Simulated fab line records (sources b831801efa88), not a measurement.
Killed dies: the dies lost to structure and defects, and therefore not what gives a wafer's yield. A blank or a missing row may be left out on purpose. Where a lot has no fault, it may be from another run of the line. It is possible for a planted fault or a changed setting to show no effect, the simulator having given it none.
8D (eight disciplines) problem report, filled in by code / flow sky130 / the parts of the form that need people (team, actions taken, sign-off) are left out

1. THE PROBLEM
Wafers without a fault read 496.5 W, standard deviation 1.7; rfFwdPowerW at SKY_METAL4_ETCH_16 reads a mean of 576.8 W on 6 wafers belonging to 2 lots. That is +47 standard deviations from the usual mean.
The step: etches BARC in N2/H2, stops on SiO2, time 88.2 s, target depth 60 nm.
Seen first at day 45 20:58 on rieMetal-04, wafer L953.1. Wafers with a number at this step in the record: 18, from 6 lots. The rule behind "out" and "out of limits": a value lying over 4 standard deviations away from the usual mean. The other wafers with a number count as sound.

2. WHAT IT IS, AND WHAT IT ISN'T
question=which readings at this step; is=rfFwdPowerW; is not=drypumpMotorCurrentA
question=which lots; is=L953, L955; is not=L939, L948, L951, L952
question=which wafers of those lots; is=all that have a number; is not=-
question=read on which tools; is=rieMetal-04; is not=rieMetal-02, rieMetal-03
question=when; is=from day 45 20:58; is not=up to then (12 sound wafers)

3. WHAT RULES OUT EACH SUSPECT
Counting: a tool at a process step up to the reading stays a suspect if it ran every lot that is out and no sound lot after the first of them.
- rieMetal-04 at SKY_METAL4_DESCUM_15 (chemistry O2, time 8 s): kept. It ran every lot that is out, first L953 (day 45 20:55), and no sound lot after that; its last sound lot up to then is L939 (day 41 21:41).
- rieMetal-04 at SKY_METAL4_ETCH_16 (etches BARC in N2/H2, stops on SiO2, time 88.2 s, target depth 60 nm): kept. It ran every lot that is out, first L953 (day 45 20:58), and no sound lot after that; its last sound lot up to then is L939 (day 41 21:48). Out on those wafers are its own readings of rfFwdPowerW.
Remaining after the count are rieMetal-04 at SKY_METAL4_DESCUM_15 and rieMetal-04 at SKY_METAL4_ETCH_16.

4. THE CAUSE (what the simulator had put in)
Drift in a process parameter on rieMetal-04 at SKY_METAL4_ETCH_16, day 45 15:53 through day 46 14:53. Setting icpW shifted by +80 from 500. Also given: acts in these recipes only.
After counting, 2 suspects remain, this tool included.

5. THE EFFECT CHAIN, in route order
One row per reading whose mean, taken over the struck wafers that have a number, lies over 3 standard deviations from the usual. Readings are gone through only where the record gives a usual standard deviation; hours: the median, over the lots, of the time from a lot's start at the first step in this table giving one to that lot's start at this step; sigmas: the change measured in usual standard deviations.
hours=0; step=SKY_METAL4_ETCH_16; reading=rfFwdPowerW; usual=496.5 W; on struck wafers=576.8; change=+80.2; sigmas=+47
Process steps it contains:
- SKY_METAL4_ETCH_16: etches BARC in N2/H2, stops on SiO2, time 88.2 s, target depth 60 nm.

6. WHAT WOULD HAVE CAUGHT IT SOONER
The fault began at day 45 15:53; the first out-of-limits reading in this record came at day 45 20:58, 5 hours later.
